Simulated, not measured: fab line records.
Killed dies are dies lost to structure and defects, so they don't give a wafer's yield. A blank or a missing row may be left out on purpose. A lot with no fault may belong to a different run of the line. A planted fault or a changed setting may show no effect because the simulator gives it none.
The tool behind it: which one? | flow gf180mcu | 13 lots with 39 wafers sampled at 2 steps, on a route of 602 steps

WHAT THE GAUGES READ, wafer by wafer
GF_MVPSD_OVL_MEAS_07. Usual: MVPSD_OVL 0.5 nm, standard deviation 1.4.
lot  | measured     | on         | MVPSD_OVL (nm)                      | flag
L856 | day 4 22:12  | overlay-01 | 0.2 0.4 -0.1                        |
L857 | day 5 03:06  | overlay-02 | -3.3 -2.1 -3.4                      |
L859 | day 5 15:48  | overlay-02 | 1.0 1.0 0.2                         |
L860 | day 5 21:06  | overlay-02 | -0.1 2.5 2.7                        |
L861 | day 6 02:49  | overlay-01 | -0.8 -0.4 -1.1                      |
L862 | day 6 14:08  | overlay-02 | 2.2 2.2 1.5                         |
L867 | day 8 08:21  | overlay-02 | -1.3 1.8 2.0                        |
L870 | day 8 13:18  | overlay-02 | 164.5 164.3 165.0 165.7 165.7 166.5 | OFF
L871 | day 9 00:14  | overlay-02 | 163.1 164.2 163.8 165.0 166.1 165.0 | OFF
L872 | day 9 00:39  | overlay-01 | 1.7 -0.5 2.4                        |
L873 | day 9 10:14  | overlay-01 | -0.4 -1.7 0.4                       |
L878 | day 10 13:27 | overlay-02 | 2.9 0.8 2.8                         |
L879 | day 10 17:15 | overlay-02 | 0.7 0.9 0.1                         |

WHAT TOOL EACH LOT RAN ON (gives the tool, then ch and the chambers of the sampled wafers, and finally the start)
lot  | GF_MVPSD_EXPOSE_04
L856 | iline-stepper-01 ch 0, day 4 16:16
L857 | iline-stepper-01 ch 0, day 4 20:52
L859 | iline-stepper-02 ch 0, day 5 07:53
L860 | iline-stepper-01 ch 0, day 5 14:29
L861 | iline-stepper-01 ch 0, day 5 19:56
L862 | iline-stepper-01 ch 0, day 6 06:41
L867 | iline-stepper-01 ch 0, day 8 00:22
L870 | iline-stepper-01 ch 0, day 8 05:26
L871 | iline-stepper-01 ch 0, day 8 15:52
L872 | iline-stepper-02 ch 0, day 8 16:16
L873 | iline-stepper-02 ch 0, day 9 01:50
L878 | iline-stepper-02 ch 0, day 10 04:51
L879 | iline-stepper-02 ch 0, day 10 08:07
- GF_MVPSD_EXPOSE_04: exposes mask MVPSD, target cd 1000 nm.

AS READ BY THE TOOLS THEMSELVES (means over the sampled wafers that have a number; for cases with no such wafer, the mark the record gives instead)
GF_MVPSD_EXPOSE_04. Usual: exposure-dose-mJ-cm2 at 260.05, with a standard deviation of 0.25.
lot  | tool             | exposure-dose-mJ-cm2 | flag
L856 | iline-stepper-01 | 260.62               |
L857 | iline-stepper-01 | 259.96               |
L859 | iline-stepper-02 | 259.92               |
L860 | iline-stepper-01 | 260.44               |
L861 | iline-stepper-01 | 260.09               |
L862 | iline-stepper-01 | 259.95               |
L867 | iline-stepper-01 | 259.81               |
L870 | iline-stepper-01 | 260.16               |
L871 | iline-stepper-01 | 260.15               |
L872 | iline-stepper-02 | 260.18               |
L873 | iline-stepper-02 | 260.37               |
L878 | iline-stepper-02 | 260.13               |
L879 | iline-stepper-02 | 259.81               |

THE ANSWER, worked out from the rows above alone
Rule: take the mean of a lot's wafers that have a number; if it is more than 3 standard deviations from the usual mean, the lot is off. Also off: a lot with no number at a reading for which 4 or more lots have one. Where the step has rows for the other lots, those lots are counted as sound. Order of review: gauges by route order, followed by the tools' own readings, for which a lot's mean as printed above is used. At the first step where some lot is off, the reading lying furthest off is the one used; lots without a number count as furthest.
Off: at GF_MVPSD_OVL_MEAS_07 (MVPSD_OVL), L870, L871.
If a tool, at a process step before that reading, ran all the lots that are off and no sound lot after the first of them, it fits. The gauges at GF_MVPSD_OVL_MEAS_07 are tried like those tools. One fits: GF_MVPSD_EXPOSE_04 on iline-stepper-01. A fault onset in the window from L867 (day 8 00:22, its last sound lot) to L870 (day 8 05:26, its first lot off) fits.

WHAT HAD BEEN PUT IN BY THE SIMULATOR
Scanner matching overlay: iline-stepper-01, from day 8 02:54 on, at GF_MVPSD_EXPOSE_04. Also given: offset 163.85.
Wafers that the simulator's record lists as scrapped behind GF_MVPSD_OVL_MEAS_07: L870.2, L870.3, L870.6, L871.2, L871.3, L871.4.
Struck lots among those shown: L870, L871. The same result came from the rule above.
